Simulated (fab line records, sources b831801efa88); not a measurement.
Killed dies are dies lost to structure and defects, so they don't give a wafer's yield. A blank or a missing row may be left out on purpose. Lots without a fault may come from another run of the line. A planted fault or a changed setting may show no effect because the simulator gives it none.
Which tool did it? | flow sky130 | 14 lots, 42 wafers sampled, at 2 steps of a route of 708

WHAT THE GAUGES READ, wafer by wafer
The record holds no reading of a measuring or inspecting step that can be judged against a usual standard deviation.

WHICH TOOL RAN EACH LOT (tool, then ch and the chambers of the sampled wafers, then the start)
lot  | SKY_METAL3_COAT_07                | SKY_METAL3_ETCH_16
L411 | litho_track-04 ch 0, day 38 13:29 | rie_metal-03 ch 1, day 39 02:02
L412 | litho_track-01 ch 0, day 38 22:20 | rie_metal-01 ch 0,1, day 39 11:14
L413 | litho_track-01 ch 0, day 39 10:17 | rie_metal-04 ch 0,1, day 39 22:24
L414 | litho_track-02 ch 0, day 39 15:00 | rie_metal-04 ch 0,1, day 40 03:44
L415 | litho_track-01 ch 0, day 40 02:42 | rie_metal-04 ch 0,1, day 40 14:58
L417 | litho_track-02 ch 0, day 40 16:30 | rie_metal-04 ch 0, day 41 04:55
L419 | litho_track-01 ch 0, day 40 23:18 | rie_metal-01 ch 0,1, day 41 12:08
L421 | litho_track-01 ch 0, day 41 16:32 | rie_metal-04 ch 0,1, day 42 04:37
L423 | litho_track-02 ch 0, day 42 09:27 | rie_metal-01 ch 0,1, day 42 21:40
L424 | litho_track-01 ch 0, day 42 11:21 | rie_metal-01 ch 0,1, day 42 22:56
L425 | litho_track-02 ch 0, day 42 17:25 | rie_metal-03 ch 0,1, day 43 04:42
L426 | litho_track-01 ch 0, day 43 02:02 | rie_metal-03 ch 0,1, day 43 14:47
L431 | litho_track-02 ch 0, day 44 08:16 | rie_metal-01 ch 0,1, day 44 20:00
L432 | litho_track-04 ch 0, day 44 14:32 | rie_metal-01 ch 0,1, day 45 01:27
- SKY_METAL3_COAT_07: resist thk 60 nm.
- SKY_METAL3_ETCH_16: etches BARC in N2/H2, stops on SiO2, time 88.2 s, target depth 60 nm.

WHAT THE TOOLS THEMSELVES READ (means of the sampled wafers that have a number; where no wafer has one, the mark that the record gives instead)
SKY_METAL3_COAT_07. Usual: spin_speed_rpm 2999.8 rpm, standard deviation 1.8.
lot  | tool           | spin_speed_rpm (rpm) | flag
L411 | litho_track-04 | 3000.9               |
L412 | litho_track-01 | 3000.1               |
L413 | litho_track-01 | 2997.6               |
L414 | litho_track-02 | 3000.1               |
L415 | litho_track-01 | 2999.7               |
L417 | litho_track-02 | 3001.0               |
L419 | litho_track-01 | 3000.9               |
L421 | litho_track-01 | 2999.7               |
L423 | litho_track-02 | 3000.4               |
L424 | litho_track-01 | 1942.0               | OFF
L425 | litho_track-02 | 3001.1               |
L426 | litho_track-01 | 1944.8               | OFF
L431 | litho_track-02 | 2999.4               |
L432 | litho_track-04 | 3000.1               |

SKY_METAL3_ETCH_16. Usual: chamber_pressure_mTorr 30.001 mTorr, standard deviation 0.028; drypump_motor_current_A 5.6 A, standard deviation 0.61; oes_product_au 0.625 a.u., standard deviation 0.0047; rf_fwd_power_W 496.2 W, standard deviation 1.8; throttle_valve_pct 13.206 %, standard deviation 0.008.
lot  | tool         | chamber_pressure_mTorr (mTorr) | drypump_motor_current_A (A) | oes_product_au (a.u.) | rf_fwd_power_W (W) | throttle_valve_pct (%) | flag
L411 | rie_metal-03 | 29.992                         | 5.8                         | 0.627                 | 496.2              | 13.215                 |
L412 | rie_metal-01 | 29.985                         | 6.1                         | 0.625                 | 498.8              | 13.212                 |
L413 | rie_metal-04 | 29.974                         | 5.0                         | 0.627                 | 494.4              | 13.206                 |
L414 | rie_metal-04 | 29.980                         | 4.9                         | 0.628                 | 495.8              | 13.207                 |
L415 | rie_metal-04 | 29.982                         | 5.0                         | 0.624                 | 496.2              | 13.202                 |
L417 | rie_metal-04 | 29.993                         | 5.1                         | 0.623                 | 496.2              | 13.204                 |
L419 | rie_metal-01 | 29.982                         | 6.1                         | 0.621                 | 497.4              | 13.204                 |
L421 | rie_metal-04 | 29.989                         | 5.0                         | 0.625                 | 495.3              | 13.206                 |
L423 | rie_metal-01 | 30.021                         | 6.3                         | 0.623                 | 497.3              | 13.203                 |
L424 | rie_metal-01 | 30.015                         | 6.1                         | 0.688                 | 497.4              | 13.212                 | OFF
L425 | rie_metal-03 | 29.995                         | 5.7                         | 0.624                 | 495.7              | 13.211                 |
L426 | rie_metal-03 | 30.017                         | 5.7                         | 0.688                 | 496.4              | 13.209                 | OFF
L431 | rie_metal-01 | 30.006                         | 6.3                         | 0.623                 | 497.5              | 13.208                 |
L432 | rie_metal-01 | 29.982                         | 6.3                         | 0.627                 | 496.1              | 13.204                 |

THE ANSWER, worked out from the rows above alone
Rule: a lot is off if the mean of its wafers that have a number lies more than 3 standard deviations from the usual mean. A lot without any number at a reading at which 4 lots or more have one is off too. The other lots that the step has rows for count as sound. The gauges are gone through in route order, then the tools' own readings, and for those a lot's mean is taken as printed above. The first step at which some lot is off is used, and at that step the reading that is off furthest; a lot without a number counts as furthest.
Off: L424, L426, at SKY_METAL3_COAT_07 (spin_speed_rpm).
A tool fits if, at that step or a process step before it, it ran every lot that is off, and no sound lot after the first of them. One fits: litho_track-01 at SKY_METAL3_COAT_07. Its last sound lot is L421 (day 41 16:32), its first lot that is off L424 (day 42 11:21): a fault that began between those two fits.
The tool's own readings at SKY_METAL3_COAT_07 bear it out: on the lots that are off they differ by more than 5 times the standard deviation of the sound lots' means. spin_speed_rpm reads 1943.4 rpm there against 3000.1 rpm on the sound lots.

WHAT THE SIMULATOR HAD PUT IN
Process parameter drift: litho_track-01, from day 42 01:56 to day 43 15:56, at SKY_METAL3_COAT_07. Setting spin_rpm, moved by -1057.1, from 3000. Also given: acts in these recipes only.
Lots struck among those shown: L424, L426. The rule above found the same.
